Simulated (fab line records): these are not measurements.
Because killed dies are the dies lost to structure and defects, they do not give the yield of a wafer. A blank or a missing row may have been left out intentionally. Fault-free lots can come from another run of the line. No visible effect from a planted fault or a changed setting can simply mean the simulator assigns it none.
fab line records | flow sky130
record: lots: 7 wafers: 21 last_day: 50
route steps=708 shown PWDE@52 NWELL@56 PAD_OPEN@708
lots that met no fault: from a run of the same line without faults
start_h: hours from the record's first day to the start of the lot's first wafer shown | wait_h: hours since the lot's step before | " unchanged from the row above | L1.1+2: one row covering several wafers at once | - either no value or no given start | * or withheld: withheld | < > ~ a bound
route shown NAME@n: a module of which the file shows steps, and the number in the route of the first | usual: average and standard deviation across the fault-free wafers | same: alike in all rows | chamber/n: place in a boat | sites: readings site by site | _std_site: standard deviation across them | _edge_site: outer sites' mean less inner sites' | radius_mm: how far each site lies from the wafer's centre | mask NAME#n: copy n | behind: tool/chamber where the wafer was last shaped | hold: the reason the lot was held/the length of the hold in hours/how it ended | device: the transistor (n, p or np) that didn't switch | end of line: tests run on the same wafers once the route is complete | a step given without rows: its recipe and nothing more | killed: not the wafer's yield, but the dies lost to structure and defects at the first sort | map: the dies of a wafer, with x for killed, . for not killed, _ for no die there
set.NAME: setting as actually run; set.NAME@STEP: the setting as run at that earlier step | model.NAME: the simulator's own value behind a step, which no gauge read
certain route steps with their lots: each step a table, each wafer a row
services: a tool's chamber out of use, with start hour (start_h, from the record's first day; less than 0 if before it), hours out, and reason
== steps ==
step: SKY_PWDE_OVL_MEAS_07
usual: PWDE_OVL: 0.4/1.2
columns lot.wafer tool chamber start_h wait_h PWDE_OVL[nm]
L188.1 overlay-02 - 90.62 - 1.2
L188.4 " - " " 0.5
L188.5 " - " " -0.6
L190.2 overlay-01 - 97.50 - 1.2
L190.5 " - " " 2.9
L190.6 " - " " 0.5
L191.2 overlay-02 - 103.08 - 3.3
L191.3 " - " " 1.7
L191.6 " - " " 2.0
L196.1 overlay-01 - 141.84 - 0.2
L196.2 " - " " -0.3
L196.5 " - " " -0.5
L202.2 overlay-02 - 167.58 - 0.3
L202.4 " - " " -0.1
L202.6 " - " " 2.3
L203.3 overlay-02 - 174.41 - -0.4
L203.4 " - " " -1.2
L203.5 " - " " -1.1
L204.1 overlay-02 - 183.12 - -0.6
L204.2 " - " " 0.6
L204.3 " - " " 0.4
step: SKY_PWDE_IMPLANT_08
recipe: species: B energy_kev: 150 dose_cm2: 3.6e+12 tilt_deg: withheld
step: SKY_PWDE_STRIP_09
recipe: chemistry: O2/N2 power_w: 1400 pressure_mtorr: 1500 platen_temp_c: withheld o2_flow_sccm: 3000 n2_flow_sccm: 300 overash_fraction: 0.5
usual: drypump_motor_current_A: 5.7/0.4 oes_product_au: 0.722/0.0049 strip_time_to_endpoint_s: 36.92/0.089
columns lot.wafer tool chamber start_h wait_h drypump_motor_current_A oes_product_au rf_hours_counter_h strip_time_to_endpoint_s
L188.1 plasma_asher-01 1 90.81 0.1 5.4 0.721 40 36.94
L188.4 " 0 " " 6.0 0.728 - 37.01
L188.5 " 1 " " 5.5 0.721 - 36.97
L190.2 plasma_asher-04 1 97.68 0.1 4.9 0.725 29 36.85
L190.5 " 1 " " 4.9 0.724 - 36.85
L190.6 " 0 " " 6.1 0.715 - 36.89
L191.2 plasma_asher-04 1 103.26 0.1 4.9 0.725 29 36.85
L191.3 " 1 " " 4.9 0.723 - 36.92
L191.6 " 1 " " 4.9 0.708 - 36.87
L196.1 plasma_asher-01 0 142.03 0.1 6.0 0.720 2 36.87
L196.2 " 1 " " 5.5 0.723 2 36.93
L196.5 " 0 " " 6.0 0.724 - 36.90
L202.2 plasma_asher-04 1 167.76 0.1 4.9 0.718 36 36.86
L202.4 " 0 " " 6.1 0.715 - 36.98
L202.6 " 0 " " 6.1 0.727 - 36.94
L203.3 plasma_asher-01 1 174.61 0.1 5.5 0.719 - 37.05
L203.4 " 0 " " 5.9 0.722 - 37.02
L203.5 " 0 " " 5.9 0.720 - 37.05
L204.1 plasma_asher-04 0 183.31 0.1 6.1 0.736 38 36.92
L204.2 " 1 " " 4.9 0.721 38 36.82
L204.3 " 0 " " 6.1 0.717 - 36.82
step: SKY_PWDE_TW_MEAS_10
usual: PWDE_TW: 373.2/2
columns lot.wafer tool chamber start_h wait_h PWDE_TW
L188.1 film_metro-01 - 90.91 0.1 375.8
L188.4 " - " " 374.4
L188.5 " - " " 375.0
L190.2 film_metro-01 - 97.79 0.1 374.1
L190.5 " - " " 375.0
L190.6 " - " " 376.9
L191.2 film_metro-03 - 103.37 0.1 372.5
L191.3 " - " " 373.6
L191.6 " - " " 374.1
L196.1 film_metro-01 - 142.13 0.1 371.6
L196.2 " - " " 372.9
L196.5 " - " " 372.8
L202.2 film_metro-03 - 167.87 0.1 373.6
L202.4 " - " " 374.8
L202.6 " - " " 376.2
L203.3 film_metro-03 - 174.70 0.1 373.7
L203.4 " - " " 373.5
L203.5 " - " " 373.7
L204.1 film_metro-03 - 183.48 0.1 372.3
L204.2 " - " " 371.6
L204.3 " - " " 372.0
step: SKY_NWELL_DEHYDRATE_03
recipe: temp_c: 200 time_s: 60
step: SKY_NWELL_HMDS_04
recipe: prime_time_s: 60 prime_temp_c: 120
step: SKY_NWELL_COAT_05
recipe: spin_rpm: 2000 resist_thk_nm: 3000
step: SKY_NWELL_SOFTBAKE_06
recipe: temp_c: 110 time_s: withheld
step: SKY_NWELL_EXPOSE_07
recipe: mask_id: NWM na: 0.6 source_shape: conventional sigma_outer: 0.6 polarization: unpolarized target_cd_nm: 840 dose_mj: 255
step: SKY_NWELL_PEB_08
recipe: temp_c: 115 time_s: withheld
step: SKY_NWELL_DEVELOP_09
recipe: wall_angle_deg: 90 developer: TMAH develop_time_s: 60 dev_temp_c: 23
step: SKY_NWELL_OVL_MEAS_10
usual: NWELL_00_OVL: 0.6/1.3
columns lot.wafer tool chamber start_h wait_h NWELL_00_OVL[nm]
L188.1 overlay-01 - 108.50 - -0.1
L188.4 " - " " -1.1
L188.5 " - " " 0.0
L190.2 overlay-02 - 115.80 - 1.0
L190.5 " - " " 0.3
L190.6 " - " " 0.7
L191.2 overlay-01 - 121.68 - 3.5
L191.3 " - " " 2.0
L191.6 " - " " 2.2
L196.1 overlay-02 - 161.87 - -2.3
L196.2 " - " " -0.1
L196.5 " - " " -1.4
L202.2 overlay-01 - 188.88 - -0.9
L202.4 " - " " 0.8
L202.6 " - " " -0.4
L203.3 overlay-01 - 196.06 - 0.0
L203.4 " - " " 2.9
L203.5 " - " " 1.8
L204.1 overlay-01 - 204.59 - 1.7
L204.2 " - " " -1.4
L204.3 " - " " 1.1
step: SKY_NWELL_IMPLANT_11
recipe: species: P energy_kev: 400 dose_cm2: 1.9e+13 tilt_deg: withheld
usual: beam_energy_keV: 400.02/0.12 implant_ion_amu: 31/0
columns lot.wafer tool chamber start_h wait_h beam_energy_keV implant_ion_amu model.implant.rp_nm model.implant.drp_nm
L188.1 implanter-02 0 108.54 0.0 399.90 31 496.7 116.9
L188.4 " 0 " " 399.95 31 496.7 116.9
L188.5 " 0 " " 400.09 31 496.7 116.9
L190.2 implanter-03 0 115.85 0.0 399.95 31 491.7 116.9
L190.5 " 0 " " 399.89 31 491.7 116.9
L190.6 " 0 " " 400.08 31 491.7 116.9
L191.2 implanter-03 0 121.73 0.0 400.32 31 496.8 116.9
L191.3 " 0 " " 400.16 31 496.8 116.9
L191.6 " 0 " " 400.11 31 496.8 116.9
L196.1 implanter-02 0 161.91 0.0 399.83 31 497.4 116.9
L196.2 " 0 " " 399.80 31 497.4 116.9
L196.5 " 0 " " 399.92 31 497.4 116.9
L202.2 implanter-02 0 188.93 0.0 399.88 75 226.4 74.43
L202.4 " 0 " " 400.09 75 226.4 74.43
L202.6 " 0 " " 399.95 75 226.4 74.43
L203.3 implanter-03 0 196.14 0.1 399.98 75 216.6 74.43
L203.4 " 0 " " 400.00 75 216.6 74.43
L203.5 " 0 " " 400.06 75 216.6 74.43
L204.1 implanter-03 0 204.63 0.0 400.11 75 219.6 74.43
L204.2 " 0 " " 400.04 75 219.6 74.43
L204.3 " 0 " " 399.98 75 219.6 74.43
step: SKY_NWELL_IMPLANT_12
recipe: species: P energy_kev: 120 dose_cm2: 1.3e+12 tilt_deg: withheld
step: SKY_NWELL_IMPLANT_13
recipe: species: P energy_kev: 50 dose_cm2: 7e+11 tilt_deg: withheld
step: SKY_NWELL_STRIP_14
recipe: chemistry: O2/N2 power_w: 1400 pressure_mtorr: 1500 platen_temp_c: withheld o2_flow_sccm: 3000 n2_flow_sccm: 300 overash_fraction: 0.5
usual: drypump_motor_current_A: 5.8/0.34 oes_product_au: 0.723/0.0044 strip_time_to_endpoint_s: 36.94/0.084
columns lot.wafer tool chamber start_h wait_h drypump_motor_current_A oes_product_au rf_hours_counter_h strip_time_to_endpoint_s
L188.1 plasma_asher-03 1 108.99 0.1 5.9 0.724 40 36.82
L188.4 " 1 " " 5.8 0.722 - 36.87
L188.5 " 1 " " 5.8 0.723 - 36.81
L190.2 plasma_asher-03 1 116.28 0.1 5.8 0.723 41 36.98
L190.5 " 0 " " 6.0 0.728 - 36.99
L190.6 " 1 " " 5.8 0.715 - 36.96
L191.2 plasma_asher-01 0 122.16 0.1 6.0 0.730 0 36.87
L191.3 " 1 " " 5.4 0.721 - 36.84
L191.6 " 0 " " 6.0 0.716 - 36.84
L196.1 plasma_asher-02 1 162.36 0.1 6.1 0.728 48 36.98
L196.2 " 0 " " 5.1 0.726 48 36.98
L196.5 " 1 " " 6.2 0.723 - 36.93
L202.2 plasma_asher-03 0 189.36 0.1 6.0 0.722 47 36.95
L202.4 " 0 " " 6.1 0.720 - 36.94
L202.6 " 1 " " 5.8 0.722 - 36.90
L203.3 plasma_asher-02 1 196.57 0.1 6.2 0.728 - 37.02
L203.4 " 0 " " 5.1 0.726 - 36.98
L203.5 " 0 " " 5.1 0.724 - 36.93
L204.1 plasma_asher-03 1 205.08 0.1 5.8 0.718 48 36.90
L204.2 " 0 " " 6.1 0.722 48 36.92
L204.3 " 1 " " 5.9 0.718 - 36.89
step: SKY_NWELL_TW_MEAS_15
usual: NWELL_TW: 1819/10
columns lot.wafer tool chamber start_h wait_h NWELL_TW
L188.1 film_metro-01 - 109.09 0.1 1834
L188.4 " - " " 1829
L188.5 " - " " 1831
L190.2 film_metro-03 - 116.39 0.1 1815
L190.5 " - " " 1815
L190.6 " - " " 1814
L191.2 film_metro-02 - 122.27 0.1 1806
L191.3 " - " " 1817
L191.6 " - " " 1811
L196.1 film_metro-03 - 162.46 0.1 1839
L196.2 " - " " 1824
L196.5 " - " " 1821
L202.2 film_metro-03 - 189.47 0.1 2789
L202.4 " - " " 2794
L202.6 " - " " 2790
L203.3 film_metro-01 - 196.66 0.1 2829
L203.4 " - " " 2816
L203.5 " - " " 2814
L204.1 film_metro-01 - 205.18 0.1 2818
L204.2 " - " " 2806
L204.3 " - " " 2806
step: SKY_NWELL_DEHYDRATE_16
recipe: temp_c: 200 time_s: 60
step: SKY_NWELL_HMDS_17
recipe: prime_time_s: 60 prime_temp_c: 120
step: SKY_NWELL_COAT_18
recipe: spin_rpm: 2000 resist_thk_nm: 3000
step: SKY_NWELL_SOFTBAKE_19
recipe: temp_c: 110 time_s: withheld
step: SKY_NWELL_EXPOSE_20
recipe: mask_id: NWM_COMPLEMENT na: 0.6 source_shape: conventional sigma_outer: 0.6 polarization: unpolarized target_cd_nm: 840 dose_mj: 260
step: SKY_NWELL_PEB_21
recipe: temp_c: 115 time_s: withheld
step: SKY_NWELL_DEVELOP_22
recipe: wall_angle_deg: 90 developer: TMAH develop_time_s: 60 dev_temp_c: 23
step: SKY_NWELL_OVL_MEAS_23
usual: NWELL_01_OVL: 0.4/1.3
columns lot.wafer tool chamber start_h wait_h NWELL_01_OVL[nm]
L188.1 overlay-02 - 126.79 - -0.6
L188.4 " - " " 0.7
L188.5 " - " " 1.2
L190.2 overlay-01 - 135.05 - 0.0
L190.5 " - " " 0.9
L190.6 " - " " 1.1
L191.2 overlay-01 - 140.96 - -1.6
L191.3 " - " " -1.2
L191.6 " - " " -1.7
L196.1 overlay-01 - 182.62 - 0.7
L196.2 " - " " 1.1
L196.5 " - " " 1.0
L202.2 overlay-01 - 211.63 - 0.3
L202.4 " - " " 0.2
L202.6 " - " " -0.5
L203.3 overlay-02 - 218.61 - -0.2
L203.4 " - " " 0.7
L203.5 " - " " 0.6
L204.1 overlay-02 - 227.09 - 0.2
L204.2 " - " " 0.7
L204.3 " - " " 0.5
step: SKY_NWELL_IMPLANT_24
recipe: species: B energy_kev: 140 dose_cm2: 9.2e+12 tilt_deg: withheld
step: SKY_NWELL_STRIP_25
recipe: chemistry: O2/N2 power_w: 1400 pressure_mtorr: 1500 platen_temp_c: withheld o2_flow_sccm: 3000 n2_flow_sccm: 300 overash_fraction: 0.5
usual: drypump_motor_current_A: 5.8/0.34 oes_product_au: 0.722/0.0045 strip_time_to_endpoint_s: 36.92/0.096
columns lot.wafer tool chamber start_h wait_h drypump_motor_current_A oes_product_au rf_hours_counter_h strip_time_to_endpoint_s
L188.1 plasma_asher-03 0 126.98 0.1 6.1 0.717 42 36.88
L188.4 " 0 " " 6.1 0.725 - 36.93
L188.5 " 0 " " 6.1 0.719 - 37.00
L190.2 plasma_asher-01 0 135.23 0.1 6.0 0.724 2 36.95
L190.5 " 1 " " 5.5 0.718 - 37.02
L190.6 " 0 " " 6.0 0.725 - 36.93
L191.2 plasma_asher-03 1 141.14 0.1 5.9 0.728 44 36.99
L191.3 " 1 " " 5.9 0.723 - 36.96
L191.6 " 0 " " 6.0 0.722 - 36.90
L196.1 plasma_asher-01 0 182.81 0.1 6.0 0.722 7 37.02
L196.2 " 1 " " 5.5 0.734 7 37.00
L196.5 " 0 " " 6.0 0.721 - 36.88
L202.2 plasma_asher-01 0 211.81 0.1 5.9 0.715 10 37.05
L202.4 " 1 " " 5.5 0.726 - 36.98
L202.6 " 1 " " 5.5 0.717 - 37.02
L203.3 plasma_asher-03 0 218.82 0.1 6.1 0.724 - 36.84
L203.4 " 1 " " 5.8 0.722 - 36.82
L203.5 " 1 " " 5.9 0.719 - 36.84
L204.1 plasma_asher-02 1 227.28 0.1 6.2 0.722 55 36.82
L204.2 " 0 " " 5.1 0.724 55 36.87
L204.3 " 0 " " 5.1 0.718 - 36.81
step: SKY_NWELL_TW_MEAS_26
usual: NWELL_2_TW: 496.1/2.3
columns lot.wafer tool chamber start_h wait_h NWELL_2_TW
L188.1 film_metro-03 - 127.08 0.1 492.6
L188.4 " - " " 494.0
L188.5 " - " " 494.9
L190.2 film_metro-01 - 135.34 0.1 493.8
L190.5 " - " " 495.8
L190.6 " - " " 493.9
L191.2 film_metro-02 - 141.25 0.1 496.0
L191.3 " - " " 495.5
L191.6 " - " " 496.4
L196.1 film_metro-01 - 182.91 0.1 497.8
L196.2 " - " " 496.3
L196.5 " - " " 495.3
L202.2 film_metro-03 - 211.92 0.1 495.6
L202.4 " - " " 492.9
L202.6 " - " " 492.6
L203.3 film_metro-02 - 218.91 0.1 495.1
L203.4 " - " " 493.5
L203.5 " - " " 493.5
L204.1 film_metro-01 - 227.38 0.1 499.7
L204.2 " - " " 496.9
L204.3 " - " " 494.6
step: SKY_NWELL_CLEAN_27
recipe: chemistry: SC1/SC2 mix: 1:4:20 temp_c: 70 time_s: 150 dry: n2_spin
step: SKY_NWELL_RTA_28
recipe: temp_c: 1050 time_s: 30 idle_temp_c: 650 ramp_up_c_per_s: 150 ramp_down_c_per_s: 90 ambient: N2
usual: lamp_power_pct: 25.31/0.049 ramp_up_c_per_s: 150.00/0.027 wafer_temp_C_max: 1054.7/1.1
columns lot.wafer tool chamber start_h wait_h lamp_power_pct ramp_up_c_per_s wafer_temp_C_max
L188.1 rtp_anneal-02 0 127.25 0.0 25.26 149.98 1055.3
L188.4 " 0 " " 25.23 150.02 1055.6
L188.5 " 0 " " 25.34 150.00 1054.1
L190.2 rtp_anneal-02 0 135.46 0.0 25.30 150.00 1054.4
L190.5 " 0 " " 25.23 149.99 1054.8
L190.6 " 0 " " 25.31 149.97 1055.0
L191.2 rtp_anneal-02 0 141.42 0.0 25.26 150.02 1054.8
L191.3 " 0 " " 25.30 150.03 1054.6
L191.6 " 0 " " 25.32 150.04 1056.1
L196.1 rtp_anneal-01 0 183.02 0.0 25.35 149.97 1056.1
L196.2 " 0 " " 25.27 149.97 1053.4
L196.5 " 0 " " 25.31 150.03 1054.0
L202.2 rtp_anneal-02 0 212.03 0.0 25.32 150.00 1054.1
L202.4 " 0 " " 25.33 150.01 1054.3
L202.6 " 0 " " 25.23 150.01 1054.5
L203.3 rtp_anneal-01 0 219.03 0.0 25.40 150.01 1055.2
L203.4 " 0 " " 25.27 150.00 1055.3
L203.5 " 0 " " 25.32 149.98 1054.0
L204.1 rtp_anneal-01 0 227.49 0.0 25.24 149.96 1054.3
L204.2 " 0 " " 25.26 150.03 1054.4
L204.3 " 0 " " 25.39 150.03 1055.1
step: SKY_NWELL_RS_MEAS_29
recipe: thk_meas_gauge: four-point-probe
usual: NWELL_RS: 624.4/1.5
columns lot.wafer tool chamber start_h wait_h NWELL_RS[ohm/sq]
L188.1 film_metro-02 - 127.35 0.1 622.8
L188.4 " - " " 623.1
L188.5 " - " " 624.3
L190.2 film_metro-02 - 135.56 0.1 625.0
L190.5 " - " " 624.2
L190.6 " - " " 624.7
L191.2 film_metro-03 - 141.53 0.1 623.9
L191.3 " - " " 622.9
L191.6 " - " " 624.4
L196.1 film_metro-03 - 183.12 0.1 622.6
L196.2 " - " " 623.9
L196.5 " - " " 625.1
L202.2 film_metro-02 - 212.14 0.1 835.8
L202.4 " - " " 837.4
L202.6 " - " " 833.8
L203.3 film_metro-01 - 219.14 0.1 837.8
L203.4 " - " " 840.9
L203.5 " - " " 840.7
L204.1 film_metro-02 - 227.59 0.1 840.1
L204.2 " - " " 838.0
L204.3 " - " " 838.8
step: SKY_PAD_OPEN_PROBE_99
usual: killed_at_M0_to_M3: 46/6.7 killed_at_M4_up: 3.3/2 killed_at_contacts: 24/5.4 killed_at_front_end: 15/4.3 killed_at_other: 0.4/0.64 killed_dies: 89/9.1 killed_on_rim: 17/3.7 killed_open: 48/7.2 killed_short: 40/6.3
same: gross_dies: 492 killed_at_back_side: 0
columns lot.wafer tool chamber start_h wait_h killed_at_M0_to_M3 killed_at_M4_up killed_at_contacts killed_at_front_end killed_at_other killed_dies killed_on_rim killed_open killed_short
L188.1 prober-02 - 1112.14 0.1 46 6 27 15 0 94 15 48 46
L188.4 prober-02 - 1112.29 0.2 50 4 25 17 0 96 22 52 44
L188.5 prober-02 - 1112.34 0.2 46 4 23 28 1 102 15 46 53
L190.2 prober-01 - 1123.69 0.1 41 3 17 18 0 79 16 40 39
L190.5 prober-01 - 1123.84 0.2 46 1 32 14 2 95 17 51 44
L190.6 prober-01 - 1123.89 0.2 48 4 31 14 0 97 21 58 39
L191.2 prober-02 - 1130.51 0.1 42 6 21 19 0 88 16 51 34
L191.3 prober-02 - 1130.56 0.2 63 5 15 22 0 105 24 71 34
L191.6 prober-02 - 1130.71 0.2 55 0 32 15 0 102 17 53 48
L196.1 prober-01 - 1160.09 0.1 41 2 23 18 0 84 20 37 47
L196.2 prober-01 - 1160.14 0.1 45 8 23 21 0 97 22 45 51
L196.5 prober-01 - 1160.29 0.2 43 3 22 10 0 78 15 43 35
L202.2 prober-02 - 1184.29 0.1 53 2 25 22 0 102 18 56 46
L202.4 prober-02 - 1184.39 0.2 60 4 22 10 0 96 19 56 40
L202.6 prober-02 - 1184.49 0.2 58 2 24 10 1 95 18 58 36
L203.3 prober-01 - 1188.89 0.2 43 0 25 11 0 79 16 45 34
L203.4 prober-01 - 1188.94 0.2 51 4 24 16 0 95 20 43 52
L203.5 prober-01 - 1188.99 0.2 47 4 22 16 0 89 13 51 37
L204.1 prober-02 - 1193.24 0.1 42 6 18 20 0 86 15 35 51
L204.2 prober-02 - 1193.29 0.1 37 4 18 18 1 78 12 37 40
L204.3 prober-02 - 1193.34 0.2 55 0 22 15 0 92 17 56 36
killed by level:class
L188.1 CONTACT:geometric_particle:open=14 VIA1:geometric_particle:open=9 METAL1:geometric_particle:short=7 METAL2:geometric_particle:short=7 VIA3:geometric_particle:short=6 VIA2:geometric_particle:open=6 FIELD_ISO:geometric_particle:open=5 CONTACT:geometric_particle:short=5
L188.4 CONTACT:geometric_particle:open=12 VIA1:geometric_particle:open=10 VIA2:geometric_particle:open=9 METAL2:geometric_particle:short=8 FIELD_ISO:geometric_particle:short=5 CONTACT:geometric_particle:short=5 METAL1:geometric_particle:short=5 VIA3:geometric_particle:open=5
L188.5 METAL1:geometric_particle:short=11 FIELD_ISO:geometric_particle:open=8 CONTACT:geometric_particle:open=8 FIELD_ISO:geometric_particle:short=6 CONTACT:geometric_particle:short=6 VIA1:geometric_particle:open=6 VIA2:geometric_particle:open=6 VIA3:geometric_particle:short=5
L190.2 LI_CONTACT:geometric_particle:open=6 METAL1:geometric_particle:short=6 VIA1:geometric_particle:open=6 POLY_GATE:geometric_particle:open=5 VIA3:geometric_particle:short=5 VIA3:geometric_particle:open=5 POLY_GATE:geometric_particle:short=4 LI_CONTACT:geometric_particle:short=4
L190.5 VIA1:geometric_particle:open=10 CONTACT:geometric_particle:open=10 LI_CONTACT:geometric_particle:open=9 METAL1:geometric_particle:short=8 VIA1:geometric_particle:short=6 METAL2:geometric_particle:short=6 CONTACT:geometric_particle:short=5 POLY_GATE:geometric_particle:open=4
L190.6 CONTACT:geometric_particle:open=11 VIA1:geometric_particle:open=11 LI_CONTACT:geometric_particle:open=8 VIA2:geometric_particle:open=8 VIA3:geometric_particle:open=7 METAL2:geometric_particle:short=6 FIELD_ISO:geometric_particle:short=5 CONTACT:geometric_particle:short=5
L191.2 VIA1:geometric_particle:open=15 LI_CONTACT:geometric_particle:open=7 FIELD_ISO:geometric_particle:open=6 VIA1:geometric_particle:short=6 FIELD_ISO:geometric_particle:short=5 CONTACT:geometric_particle:open=5 VIA2:geometric_particle:open=5 METAL2:geometric_particle:short=5
L191.3 VIA1:geometric_particle:open=19 VIA2:geometric_particle:open=10 METAL1:geometric_particle:short=9 FIELD_ISO:geometric_particle:open=8 CONTACT:geometric_particle:open=7 POLY_GATE:geometric_particle:open=6 LI_CONTACT:geometric_particle:open=6 METAL2:geometric_particle:short=6
L191.6 VIA1:geometric_particle:open=14 LOCAL_INTERCONNECT:geometric_particle:short=11 VIA2:geometric_particle:open=10 LI_CONTACT:geometric_particle:open=8 VIA1:geometric_particle:short=7 METAL1:geometric_particle:short=6 POLY_GATE:geometric_particle:open=5 CONTACT:geometric_particle:short=5
L196.1 VIA1:geometric_particle:open=11 POLY_GATE:geometric_particle:short=9 METAL2:geometric_particle:short=9 CONTACT:geometric_particle:open=8 VIA1:geometric_particle:short=7 LI_CONTACT:geometric_particle:open=6 CONTACT:geometric_particle:short=5 FIELD_ISO:geometric_particle:short=4
L196.2 CONTACT:geometric_particle:open=9 VIA1:geometric_particle:open=9 METAL1:geometric_particle:short=8 VIA3:geometric_particle:open=7 VIA1:geometric_particle:short=5 POLY_GATE:geometric_particle:open=4 POLY_CUT:geometric_particle:short=4 LOCAL_INTERCONNECT:geometric_particle:short=4
L196.5 VIA3:geometric_particle:open=11 METAL2:geometric_particle:short=8 CONTACT:geometric_particle:open=8 LOCAL_INTERCONNECT:geometric_particle:short=7 VIA2:geometric_particle:open=7 LI_CONTACT:geometric_particle:open=5 VIA1:geometric_particle:short=4 POLY_GATE:geometric_particle:short=3
L202.2 VIA1:geometric_particle:open=10 FIELD_ISO:geometric_particle:open=9 VIA2:geometric_particle:open=9 METAL1:geometric_particle:short=9 LI_CONTACT:geometric_particle:open=7 VIA1:geometric_particle:short=7 LI_CONTACT:geometric_particle:short=6 POLY_GATE:geometric_particle:open=5
L202.4 VIA1:geometric_particle:open=16 CONTACT:geometric_particle:open=10 VIA2:geometric_particle:open=10 CONTACT:geometric_particle:short=7 VIA3:geometric_particle:open=7 METAL1:geometric_particle:short=7 LI_CONTACT:geometric_particle:open=5 METAL2:geometric_particle:short=5
L202.6 VIA2:geometric_particle:open=11 VIA1:geometric_particle:open=10 METAL1:geometric_particle:short=8 LI_CONTACT:geometric_particle:open=7 CONTACT:geometric_particle:open=6 VIA3:geometric_particle:open=5 POLY_GATE:geometric_particle:short=4 LOCAL_INTERCONNECT:geometric_particle:open=4
L203.3 VIA1:geometric_particle:open=12 LI_CONTACT:geometric_particle:open=9 CONTACT:geometric_particle:open=7 VIA1:geometric_particle:short=7 VIA3:geometric_particle:open=7 METAL1:geometric_particle:short=5 FIELD_ISO:geometric_particle:short=4 VIA2:geometric_particle:short=4
L203.4 VIA1:geometric_particle:open=12 CONTACT:geometric_particle:open=9 VIA2:geometric_particle:short=7 FIELD_ISO:geometric_particle:short=6 LOCAL_INTERCONNECT:geometric_particle:short=6 METAL2:geometric_particle:short=6 VIA2:geometric_particle:open=6 VIA1:geometric_particle:short=6
L203.5 VIA1:geometric_particle:open=12 VIA2:geometric_particle:open=9 CONTACT:geometric_particle:open=8 LOCAL_INTERCONNECT:geometric_particle:short=6 METAL2:geometric_particle:short=5 LI_CONTACT:geometric_particle:open=4 VIA1:geometric_particle:short=4 METAL3:geometric_particle:short=4
L204.1 METAL1:geometric_particle:short=9 CONTACT:geometric_particle:open=9 VIA2:geometric_particle:open=9 POLY_GATE:geometric_particle:short=8 VIA1:geometric_particle:short=6 FIELD_ISO:geometric_particle:short=5 VIA1:geometric_particle:open=5 VIA2:geometric_particle:short=5
L204.2 VIA1:geometric_particle:open=11 FIELD_ISO:geometric_particle:short=7 METAL1:geometric_particle:short=7 VIA2:geometric_particle:open=5 LI_CONTACT:geometric_particle:open=5 POLY_GATE:geometric_particle:short=4 CONTACT:geometric_particle:open=4 VIA1:geometric_particle:short=4
L204.3 VIA1:geometric_particle:open=15 VIA2:geometric_particle:open=12 CONTACT:geometric_particle:open=9 CONTACT:geometric_particle:short=9 VIA1:geometric_particle:short=5 METAL2:geometric_particle:short=5 VIA3:geometric_particle:open=5 FIELD_ISO:geometric_particle:short=4
== services ==
columns tool chamber start_h hours kind
plasma_asher-04 - 77.61 2.8 pm
plasma_asher-01 - 108.75 9.0 pm
plasma_asher-01 0 108.75 9.0 vent_cycle
plasma_asher-01 1 108.75 9.0 vent_cycle
plasma_asher-01 0 117.75 - clean
plasma_asher-01 1 117.75 - clean
rtp_anneal-01 - 141.13 5.1 pm
plasma_asher-03 - 158.96 5.2 repair
plasma_asher-03 - 168.04 2.3 repair
plasma_asher-03 - 171.45 10.7 repair
plasma_asher-04 - 177.59 1.6 repair
plasma_asher-02 - 185.11 2.8 pm
plasma_asher-01 - 205.00 3.7 repair
== key ==
first_sign: step: SKY_NWELL_IMPLANT_11 reading: implant_ion_amu direction: up sigmas: 99+ usual: 31 struck: 75
effect: step: SKY_NWELL_TW_MEAS_15 reading: NWELL_TW direction: up sigmas: 96 usual: 1819 struck: 2807
effect: step: SKY_NWELL_RS_MEAS_29 reading: NWELL_RS direction: up sigmas: 99+ usual: 624.4 struck: 838.1
model_effect: step: SKY_NWELL_IMPLANT_11 value: implant.rp_nm without: 493.9 struck: 220.9
met_at SKY_NWELL_IMPLANT_11
struck_wafers L202.2,L202.4,L202.6,L203.3,L203.4,L203.5,L204.1,L204.2,L204.3
tester_left_out L202,L203,L204
onset_between 161.91 188.93
fault: kind: wrong_recipe_download tool: implanter-01,implanter-02,implanter-03 chamber: - onset_h: 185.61 steps: SKY_NWELL_IMPLANT_11 wrong_recipe.not_listed: 1
tester_left_out: of these lots the tester's yield and bins aren't shown, on N5 and GAA mostly nor the transistor test; their killed dies are dies lost to structure and defects alone, not to doping, threshold or leakage, so they don't give the yield
